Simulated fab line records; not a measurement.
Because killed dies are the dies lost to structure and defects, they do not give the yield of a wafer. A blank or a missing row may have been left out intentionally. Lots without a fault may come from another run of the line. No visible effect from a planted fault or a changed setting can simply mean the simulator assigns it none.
fab line records	flow sky130
record lots=24	wafers=72	last-day=50
route steps=708 shown VIA1@471 METAL2@483 VIA2@522 VIA3@594
lots that met no fault: taken from a fault-free run of the same line
start-h: the number of hours between the record's first day and the start of the first shown wafer of the lot	wait-h: hours elapsed since this lot's preceding step	" as in the row above	L1.1+2: one row covering several wafers at once	- either no value or no given start	* or withheld: withheld	< > ~ a bound
route shown NAME@n: a module of which the file shows steps, and the number in the route of the first	usual: mean/standard deviation of fault-free wafers	same: alike in all rows	chamber/n: place in a boat	sites: per-site readings	_std_site: standard deviation of those values	_edge_site: mean of outer sites minus mean of inner sites	radius-mm: for every site, how far away it sits from the centre of the wafer	mask NAME#n: copy n	behind: the most recent tool/chamber to have shaped the wafer	hold: reason for holding the lot/hours on hold/outcome of the hold	device: whichever transistor did not switch (one of n, p or np)	end of line: tests of these same wafers at the route's end	where a step has no rows: the recipe by itself	killed: not the wafer's yield, but the dies lost to structure and defects at the first sort	map: dies across one wafer; x = killed, . = not, _ = none there
set.NAME: the setting as run; set.NAME@STEP: as run at that earlier step	model.NAME: the simulator's own value behind a step, which no gauge read
one table for each step of the route and one row for each wafer, over a sample of lots
services: a tool's chamber out of use, with start hour (start-h, from the record's first day; less than 0 if before it), hours out, and reason
## steps
# step SKY_VIA1_OVL_MEAS_13
# usual VIA1_OVL=1/6
lot.wafer	tool	chamber	start-h	wait-h	VIA1_OVL[nm]
L074.1	overlay-02	-	809.55	0.1	-9
L074.4	"	-	"	"	-4
L074.6	"	-	"	"	-6
L076.1	overlay-02	-	817.05	0.1	5
L076.2	"	-	"	"	0
L076.6	"	-	"	"	4
L075.2	overlay-01	-	822.81	0.1	4
L075.4	"	-	"	"	6
L075.5	"	-	"	"	7
L077.3	overlay-02	-	827.48	0.1	4
L077.4	"	-	"	"	6
L077.5	"	-	"	"	0
L078.3	overlay-02	-	836.18	0.1	4
L078.5	"	-	"	"	7
L078.6	"	-	"	"	8
L079.1	overlay-02	-	837.80	0.1	0
L079.3	"	-	"	"	-1
L079.5	"	-	"	"	-12
L080.2	overlay-02	-	843.39	0.1	4
L080.3	"	-	"	"	-2
L080.4	"	-	"	"	2
L081.1	overlay-02	-	858.05	0.1	6
L081.3	"	-	"	"	-2
L081.5	"	-	"	"	4
L083.1	overlay-01	-	866.53	0.1	-4
L083.2	"	-	"	"	-2
L083.3	"	-	"	"	-2
L082.1	overlay-01	-	868.13	0.1	-9
L082.2	"	-	"	"	-6
L082.5	"	-	"	"	-6
L084.1	overlay-01	-	875.13	0.1	7
L084.3	"	-	"	"	11
L084.6	"	-	"	"	6
L085.2	overlay-01	-	877.11	0.1	1
L085.5	"	-	"	"	-4
L085.6	"	-	"	"	-2
L086.4	overlay-02	-	894.49	0.1	-3
L086.5	"	-	"	"	-1
L086.6	"	-	"	"	-1
L087.1	overlay-01	-	905.15	0.1	3
L087.2	"	-	"	"	1
L087.6	"	-	"	"	0
L088.2	overlay-02	-	911.31	0.1	3
L088.4	"	-	"	"	7
L088.5	"	-	"	"	4
L089.3	overlay-01	-	916.16	0.1	2
L089.4	"	-	"	"	-2
L089.5	"	-	"	"	1
L090.1	overlay-02	-	916.87	0.1	9
L090.4	"	-	"	"	11
L090.6	"	-	"	"	5
L091.3	overlay-02	-	927.71	0.1	1
L091.5	"	-	"	"	1
L091.6	"	-	"	"	-7
L092.1	overlay-01	-	937.58	0.1	-1
L092.3	"	-	"	"	2
L092.5	"	-	"	"	8
L093.2	overlay-01	-	947.49	0.1	3
L093.3	"	-	"	"	8
L093.5	"	-	"	"	7
L094.2	overlay-01	-	952.98	0.1	-14
L094.4	"	-	"	"	-7
L094.6	"	-	"	"	-6
L095.1	overlay-01	-	955.47	0.1	-2
L095.2	"	-	"	"	0
L095.4	"	-	"	"	-4
L096.1	overlay-02	-	960.15	0.1	4
L096.2	"	-	"	"	2
L096.4	"	-	"	"	8
L097.2	overlay-01	-	961.58	0.1	-5
L097.3	"	-	"	"	-1
L097.5	"	-	"	"	2
# step SKY_VIA1_CVD_21
# recipe material=W	target-thk-nm=270	time-s=80.902	temp-c=400	pressure-torr=40
# usual chamber-pressure-Torr=39.99/0.09	heater-power-w=880/72
lot.wafer	tool	chamber	start-h	wait-h	chamber-pressure-Torr	heater-power-w
L074.1	cvd-w-01	0	810.33	0.0	40.02	913
L074.4	"	0	"	"	40.00	931
L074.6	"	1	"	"	39.84	894
L076.1	cvd-w-02	0	817.87	0.0	39.99	935
L076.2	"	1	"	"	40.02	754
L076.6	"	1	"	"	40.05	732
L075.2	cvd-w-01	1	823.59	0.0	39.91	910
L075.4	"	1	"	"	40.09	905
L075.5	"	1	"	"	40.02	909
L077.3	cvd-w-01	0	828.28	0.1	39.99	916
L077.4	"	1	"	"	40.07	882
L077.5	"	0	"	"	39.85	905
L078.3	cvd-w-02	0	836.98	0.1	39.99	935
L078.5	"	0	"	"	40.03	940
L078.6	"	1	"	"	40.00	780
L079.1	cvd-w-02	0	838.58	0.0	40.03	932
L079.3	"	1	"	"	40.06	741
L079.5	"	1	"	"	40.02	767
L080.2	cvd-w-02	1	844.17	0.0	40.19	728
L080.3	"	0	"	"	39.77	901
L080.4	"	1	"	"	40.05	743
L081.1	cvd-w-01	1	858.87	0.0	39.80	896
L081.3	"	1	"	"	40.12	889
L081.5	"	0	"	"	39.97	932
L083.1	cvd-w-02	1	867.35	0.0	39.93	760
L083.2	"	0	"	"	40.03	924
L083.3	"	0	"	"	39.94	915
L082.1	cvd-w-01	0	868.91	0.0	39.85	914
L082.2	"	1	"	"	39.88	913
L082.5	"	1	"	"	39.88	896
L084.1	cvd-w-01	1	875.95	0.0	39.95	907
L084.3	"	1	"	"	39.91	902
L084.6	"	1	"	"	40.15	904
L085.2	cvd-w-02	1	877.91	0.1	40.19	756
L085.5	"	1	"	"	39.96	752
L085.6	"	1	"	"	40.08	764
L086.4	cvd-w-01	0	895.29	0.1	40.01	926
L086.5	"	1	"	"	39.99	908
L086.6	"	0	"	"	39.91	945
L087.1	cvd-w-01	0	905.93	0.0	40.05	939
L087.2	"	1	"	"	40.06	897
L087.6	"	1	"	"	39.95	906
L088.2	cvd-w-01	1	912.08	0.0	40.07	900
L088.4	"	0	"	"	39.85	921
L088.5	"	0	"	"	40.00	963
L089.3	cvd-w-01	0	916.96	0.1	40.06	924
L089.4	"	1	"	"	39.97	908
L089.5	"	1	"	"	40.06	885
L090.1	cvd-w-01	0	917.65	0.0	40.03	941
L090.4	"	1	"	"	40.13	891
L090.6	"	1	"	"	40.04	914
L091.3	cvd-w-01	0	928.51	0.1	39.93	923
L091.5	"	1	"	"	40.03	929
L091.6	"	0	"	"	39.99	949
L092.1	cvd-w-01	0	938.36	0.0	40.22	919
L092.3	"	0	"	"	40.12	948
L092.5	"	0	"	"	40.14	923
L093.2	cvd-w-01	1	948.66	0.0	39.99	893
L093.3	"	1	"	"	39.94	880
L093.5	"	1	"	"	39.90	891
L094.2	cvd-w-02	0	954.09	0.0	40.10	903
L094.4	"	1	"	"	39.87	719
L094.6	"	1	"	"	39.85	709
L095.1	cvd-w-02	0	956.25	0.0	39.92	900
L095.2	"	1	"	"	39.87	717
L095.4	"	0	"	"	39.95	904
L096.1	cvd-w-02	0	960.93	0.0	40.05	913
L096.2	"	1	"	"	40.02	706
L096.4	"	1	"	"	40.14	695
L097.2	cvd-w-01	1	962.35	0.0	39.81	906
L097.3	"	1	"	"	39.80	888
L097.5	"	0	"	"	40.06	924
# step SKY_VIA1_THK_MEAS_23
# recipe thk-meas-gauge=xrf	reads=W_of_VIA1_CVD_21
# usual VIA1_W_THK=264.5/2.5
lot.wafer	tool	chamber	start-h	wait-h	VIA1_W_THK[nm]
L074.1	film-metro-03	-	810.54	0.1	265.3
L074.4	"	-	"	"	264.5
L074.6	"	-	"	"	266.4
L076.1	film-metro-01	-	818.08	0.1	260.3
L076.2	"	-	"	"	264.7
L076.6	"	-	"	"	264.4
L075.2	film-metro-02	-	823.81	0.1	264.9
L075.4	"	-	"	"	266.9
L075.5	"	-	"	"	266.0
L077.3	film-metro-01	-	828.49	0.1	262.9
L077.4	"	-	"	"	260.7
L077.5	"	-	"	"	259.3
L078.3	film-metro-02	-	837.18	0.1	260.1
L078.5	"	-	"	"	260.9
L078.6	"	-	"	"	265.0
L079.1	film-metro-03	-	838.79	0.1	262.1
L079.3	"	-	"	"	267.7
L079.5	"	-	"	"	266.0
L080.2	film-metro-01	-	844.39	0.1	264.5
L080.3	"	-	"	"	260.4
L080.4	"	-	"	"	266.8
L081.1	film-metro-03	-	859.08	0.1	263.2
L081.3	"	-	"	"	265.9
L081.5	"	-	"	"	260.6
L083.1	film-metro-03	-	867.56	0.1	261.6
L083.2	"	-	"	"	263.4
L083.3	"	-	"	"	259.6
L082.1	film-metro-01	-	869.12	0.1	266.9
L082.2	"	-	"	"	268.6
L082.5	"	-	"	"	266.6
L084.1	film-metro-02	-	876.16	0.1	267.1
L084.3	"	-	"	"	268.3
L084.6	"	-	"	"	268.2
L085.2	film-metro-03	-	878.20	0.1	264.3
L085.5	"	-	"	"	263.5
L085.6	"	-	"	"	264.7
L086.4	film-metro-03	-	895.50	0.1	262.8
L086.5	"	-	"	"	267.2
L086.6	"	-	"	"	261.4
L087.1	film-metro-02	-	906.14	0.1	262.1
L087.2	"	-	"	"	269.4
L087.6	"	-	"	"	268.3
L088.2	film-metro-03	-	912.30	0.1	266.5
L088.4	"	-	"	"	263.1
L088.5	"	-	"	"	263.6
L089.3	film-metro-02	-	917.16	0.1	264.2
L089.4	"	-	"	"	269.0
L089.5	"	-	"	"	267.8
L090.1	film-metro-02	-	917.86	0.1	261.2
L090.4	"	-	"	"	264.6
L090.6	"	-	"	"	268.4
L091.3	film-metro-01	-	928.72	0.1	263.4
L091.5	"	-	"	"	267.2
L091.6	"	-	"	"	265.1
L092.1	film-metro-03	-	938.58	0.1	266.4
L092.3	"	-	"	"	264.3
L092.5	"	-	"	"	266.0
L093.2	film-metro-03	-	948.88	0.1	267.0
L093.3	"	-	"	"	267.5
L093.5	"	-	"	"	265.2
L094.2	film-metro-03	-	954.31	0.1	264.4
L094.4	"	-	"	"	264.7
L094.6	"	-	"	"	267.6
L095.1	film-metro-01	-	956.46	0.1	262.2
L095.2	"	-	"	"	263.9
L095.4	"	-	"	"	257.8
L096.1	film-metro-01	-	961.14	0.1	262.8
L096.2	"	-	"	"	264.1
L096.4	"	-	"	"	261.9
L097.2	film-metro-03	-	962.57	0.1	268.5
L097.3	"	-	"	"	262.5
L097.5	"	-	"	"	264.4
# step SKY_METAL2_SPUTTER_00
# recipe material=Ti	target-thk-nm=15	power-w=3000	time-s=10	chamber-pressure-pa=0.4
# usual throttle-valve-pct=30.3/1.1
lot.wafer	tool	chamber	start-h	wait-h	throttle-valve-pct
L074.1	pvd-sputter-04	-	810.90	0.1	28.3
L074.4	"	-	"	"	32.2
L074.6	"	-	"	"	31.9
L076.1	pvd-sputter-04	-	818.44	0.1	30.4
L076.2	"	-	"	"	32.0
L076.6	"	-	"	"	30.6
L075.2	pvd-sputter-01	-	824.16	0.1	30.5
L075.4	"	-	"	"	29.0
L075.5	"	-	"	"	29.1
L077.3	pvd-sputter-01	-	828.83	0.2	30.2
L077.4	"	-	"	"	29.2
L077.5	"	-	"	"	30.1
L078.3	pvd-sputter-04	-	837.52	0.1	28.3
L078.5	"	-	"	"	32.2
L078.6	"	-	"	"	28.6
L079.1	pvd-sputter-04	-	839.15	0.1	28.4
L079.3	"	-	"	"	31.6
L079.5	"	-	"	"	31.3
L080.2	pvd-sputter-04	-	844.74	0.2	28.6
L080.3	"	-	"	"	32.3
L080.4	"	-	"	"	31.3
L081.1	pvd-sputter-04	-	859.59	0.1	30.3
L081.3	"	-	"	"	31.1
L081.5	"	-	"	"	30.4
L083.1	pvd-sputter-01	-	867.92	0.1	30.5
L083.2	"	-	"	"	30.6
L083.3	"	-	"	"	28.9
L082.1	pvd-sputter-01	-	869.48	0.2	28.7
L082.2	"	-	"	"	30.1
L082.5	"	-	"	"	28.8
L084.1	pvd-sputter-01	-	876.52	0.2	30.5
L084.3	"	-	"	"	30.3
L084.6	"	-	"	"	30.8
L085.2	pvd-sputter-04	-	878.55	0.2	30.5
L085.5	"	-	"	"	28.5
L085.6	"	-	"	"	32.4
L086.4	pvd-sputter-04	-	895.98	0.2	32.2
L086.5	"	-	"	"	31.1
L086.6	"	-	"	"	29.9
L087.1	pvd-sputter-04	-	906.50	0.1	28.7
L087.2	"	-	"	"	32.1
L087.6	"	-	"	"	28.6
L088.2	pvd-sputter-04	-	913.02	0.2	30.5
L088.4	"	-	"	"	31.8
L088.5	"	-	"	"	31.5
L089.3	pvd-sputter-01	-	917.50	0.2	30.7
L089.4	"	-	"	"	30.0
L089.5	"	-	"	"	30.6
L090.1	pvd-sputter-01	-	918.22	0.1	30.7
L090.4	"	-	"	"	28.6
L090.6	"	-	"	"	30.5
L091.3	pvd-sputter-01	-	929.06	0.2	30.8
L091.5	"	-	"	"	29.9
L091.6	"	-	"	"	29.0
L092.1	pvd-sputter-01	-	938.94	0.2	30.6
L092.3	"	-	"	"	30.1
L092.5	"	-	"	"	30.6
L093.2	pvd-sputter-01	-	949.23	0.1	30.7
L093.3	"	-	"	"	29.1
L093.5	"	-	"	"	30.7
L094.2	pvd-sputter-01	-	954.67	0.1	30.7
L094.4	"	-	"	"	30.4
L094.6	"	-	"	"	28.8
L095.1	pvd-sputter-04	-	956.82	0.2	31.5
L095.2	"	-	"	"	30.4
L095.4	"	-	"	"	32.5
L096.1	pvd-sputter-04	-	961.50	0.1	30.2
L096.2	"	-	"	"	28.3
L096.4	"	-	"	"	32.2
L097.2	pvd-sputter-04	-	962.92	0.1	32.3
L097.3	"	-	"	"	30.0
L097.5	"	-	"	"	32.1
# step SKY_VIA2_ETCH_15
# recipe target=SiO2	chemistry=C4F8/O2/Ar	target-depth-nm=546	stop-on=TiN	mask-material=KrF-thick	source-w=1500	bias-w=1200	pressure-mtorr=40	c4f8-flow-sccm=withheld	O2_flow_sccm=6	Ar_flow_sccm=300	time-s=84
# usual oes-product-au=0.940/0.0047
lot.wafer	tool	chamber	start-h	wait-h	oes-product-au	rf-hours-counter-h
L074.1	rie-diel-04	2	865.28	0.0	0.946	7
L074.4	"	0	"	"	0.947	21
L074.6	"	3	"	"	0.934	-
L076.1	rie-diel-02	0	873.46	0.0	0.938	8
L076.2	"	2	"	"	0.938	15
L076.6	"	1	"	"	0.942	-
L075.2	rie-diel-02	3	878.00	0.0	0.939	19
L075.4	"	0	"	"	0.945	8
L075.5	"	1	"	"	0.943	-
L077.3	rie-diel-01	1	881.95	0.0	0.943	9
L077.4	"	3	"	"	0.941	11
L077.5	"	3	"	"	0.944	-
L078.3	rie-diel-01	0	890.81	0.0	0.942	13
L078.5	"	1	"	"	0.942	-
L078.6	"	0	"	"	0.942	-
L079.1	rie-diel-04	0	894.18	0.0	0.939	22
L079.3	"	3	"	"	0.944	13
L079.5	"	0	"	"	0.949	-
L080.2	rie-diel-01	3	898.13	0.0	0.937	11
L080.3	"	0	"	"	0.937	13
L080.4	"	1	"	"	0.947	-
L081.1	rie-diel-02	0	913.00	0.0	0.936	9
L081.3	"	2	"	"	0.945	16
L081.5	"	2	"	"	0.938	-
L083.1	rie-diel-02	2	920.23	0.0	0.944	16
L083.2	"	0	"	"	0.934	9
L083.3	"	3	"	"	0.941	20
L082.1	rie-diel-01	2	922.40	0.0	0.937	7
L082.2	"	1	"	"	0.942	10
L082.5	"	3	"	"	0.938	-
L084.1	rie-diel-01	1	929.70	0.0	0.934	10
L084.3	"	0	"	"	0.934	14
L084.6	"	2	"	"	0.947	-
L085.2	rie-diel-01	0	931.45	0.0	0.942	14
L085.5	"	0	"	"	0.937	-
L085.6	"	1	"	"	0.938	-
L086.4	rie-diel-01	2	948.43	0.0	0.950	8
L086.5	"	1	"	"	0.934	-
L086.6	"	2	"	"	0.946	-
L087.1	rie-diel-01	1	958.10	0.0	0.948	11
L087.2	"	0	"	"	0.944	15
L087.6	"	2	"	"	0.940	-
L088.2	rie-diel-02	1	964.80	0.0	0.937	24
L088.4	"	0	"	"	0.940	10
L088.5	"	3	"	"	0.941	-
L089.3	rie-diel-02	2	968.18	0.0	0.944	17
L089.4	"	1	"	"	0.939	24
L089.5	"	0	"	"	0.934	-
L090.1	rie-diel-04	0	969.68	0.0	0.945	24
L090.4	"	3	"	"	0.935	15
L090.6	"	2	"	"	0.928	-
L091.3	rie-diel-04	1	979.71	0.0	0.935	19
L091.5	"	3	"	"	0.935	-
L091.6	"	0	"	"	0.943	-
L092.1	rie-diel-01	2	989.00	0.0	0.941	9
L092.3	"	1	"	"	0.933	12
L092.5	"	2	"	"	0.941	-
L093.2	rie-diel-02	0	998.30	0.0	0.944	11
L093.3	"	2	"	"	0.932	18
L093.5	"	0	"	"	0.939	-
L094.2	rie-diel-01	0	1003.11	0.0	0.940	16
L094.4	"	3	"	"	0.940	14
L094.6	"	0	"	"	0.938	-
L095.1	rie-diel-01	1	1006.58	0.0	0.938	13
L095.2	"	3	"	"	0.949	14
L095.4	"	2	"	"	0.944	9
L096.1	rie-diel-04	3	1010.58	0.0	0.947	17
L096.2	"	1	"	"	0.934	20
L096.4	"	0	"	"	0.946	25
L097.2	rie-diel-02	3	1012.48	0.0	0.941	23
L097.3	"	0	"	"	0.949	12
L097.5	"	0	"	"	0.936	-
# step SKY_VIA3_CVD_21
# recipe material=W	target-thk-nm=390	time-s=117.31	temp-c=400	pressure-torr=40
# usual chamber-pressure-Torr=40.00/0.092	heater-power-w=866/92
lot.wafer	tool	chamber	start-h	wait-h	chamber-pressure-Torr	heater-power-w
L074.1	cvd-w-01	1	945.88	0.0	39.93	903
L074.4	"	0	"	"	39.99	928
L074.6	"	0	"	"	39.94	939
L076.1	cvd-w-01	1	954.75	0.0	39.90	916
L076.2	"	0	"	"	40.12	933
L076.6	"	1	"	"	39.88	903
L075.2	cvd-w-01	1	958.32	0.0	39.81	915
L075.4	"	1	"	"	40.07	901
L075.5	"	0	"	"	40.02	910
L077.3	cvd-w-02	0	962.38	0.1	40.05	891
L077.4	"	1	"	"	40.15	704
L077.5	"	1	"	"	40.06	706
L078.3	cvd-w-01	0	969.30	0.1	40.08	924
L078.5	"	1	"	"	40.00	914
L078.6	"	0	"	"	39.98	975
L079.1	cvd-w-01	1	973.40	0.0	39.70	912
L079.3	"	1	"	"	39.86	910
L079.5	"	1	"	"	39.86	907
L080.2	cvd-w-01	1	977.16	0.0	40.00	927
L080.3	"	1	"	"	39.88	915
L080.4	"	0	"	"	40.01	921
L081.1	cvd-w-01	0	990.85	0.0	40.07	931
L081.3	"	0	"	"	40.11	948
L081.5	"	0	"	"	40.09	950
L083.1	cvd-w-01	0	997.17	0.0	40.10	938
L083.2	"	1	"	"	40.25	917
L083.3	"	0	"	"	40.03	928
L082.1	cvd-w-02	1	999.27	0.0	39.99	710
L082.2	"	0	"	"	40.06	906
L082.5	"	0	"	"	40.07	899
L084.1	cvd-w-01	0	1006.12	0.0	39.98	947
L084.3	"	0	"	"	39.97	945
L084.6	"	1	"	"	39.96	882
L085.2	cvd-w-02	1	1008.07	0.1	39.94	699
L085.5	"	1	"	"	40.19	715
L085.6	"	1	"	"	40.00	732
L086.4	cvd-w-01	1	1023.34	0.1	40.04	926
L086.5	"	1	"	"	39.82	898
L086.6	"	0	"	"	39.97	955
L087.1	cvd-w-02	1	1033.07	0.0	39.97	708
L087.2	"	0	"	"	40.05	906
L087.6	"	1	"	"	39.95	717
L088.2	cvd-w-02	1	1039.30	0.0	39.90	702
L088.4	"	1	"	"	40.04	704
L088.5	"	1	"	"	39.96	710
L089.3	cvd-w-02	1	1041.58	0.1	39.85	713
L089.4	"	0	"	"	40.16	912
L089.5	"	1	"	"	39.94	717
L090.1	cvd-w-02	0	1043.19	0.0	39.99	881
L090.4	"	0	"	"	39.98	900
L090.6	"	0	"	"	39.95	902
L091.3	cvd-w-02	0	1055.52	1.4	40.07	902
L091.5	"	0	"	"	39.86	897
L091.6	"	1	"	"	40.02	707
L092.1	cvd-w-01	1	1061.16	0.0	39.97	896
L092.3	"	0	"	"	40.13	932
L092.5	"	0	"	"	40.19	945
L093.2	cvd-w-02	1	1069.81	0.0	39.96	705
L093.3	"	0	"	"	40.03	910
L093.5	"	1	"	"	39.98	705
L094.2	cvd-w-01	0	1072.91	0.0	39.93	951
L094.4	"	0	"	"	40.04	953
L094.6	"	1	"	"	40.12	925
L095.1	cvd-w-02	0	1077.89	0.0	39.98	911
L095.2	"	1	"	"	40.09	710
L095.4	"	1	"	"	39.98	700
L096.1	cvd-w-02	0	1081.97	0.0	39.87	913
L096.2	"	1	"	"	40.12	720
L096.4	"	1	"	"	40.17	705
L097.2	cvd-w-01	1	1082.73	0.0	40.00	903
L097.3	"	1	"	"	39.90	903
L097.5	"	1	"	"	39.91	887
## services
tool	chamber	start-h	hours	kind
pvd-sputter-04	-	795.92	4.5	repair
rie-diel-02	0	810.84	10.1	repair
rie-diel-01	0	818.13	4.7	repair
rie-diel-01	0	843.58	3.4	repair
rie-diel-01	1	853.21	4.7	repair
cvd-w-02	-	860.33	0.7	repair
cvd-w-02	0	869.87	18.2	repair
cvd-w-01	-	888.77	0.8	repair
rie-diel-02	1	899.49	6.3	repair
cvd-w-02	-	904.00	14.0	pm
rie-diel-01	1	905.83	6.2	repair
rie-diel-01	3	928.80	8.2	repair
cvd-w-02	-	968.45	2.8	pm
rie-diel-02	0	978.90	4.9	repair
pvd-sputter-01	-	993.17	8.9	repair
cvd-w-02	0	1004.89	9.1	repair
pvd-sputter-04	-	1009.33	5.6	repair
rie-diel-01	1	1009.39	1.5	repair
rie-diel-02	-	1020.95	0.6	repair
cvd-w-01	-	1024.15	0.9	repair
rie-diel-02	0	1028.29	1.3	repair
rie-diel-01	1	1028.38	5.7	repair
rie-diel-02	2	1028.54	28.3	repair
cvd-w-01	-	1052.43	6.0	pm
## key
fault none
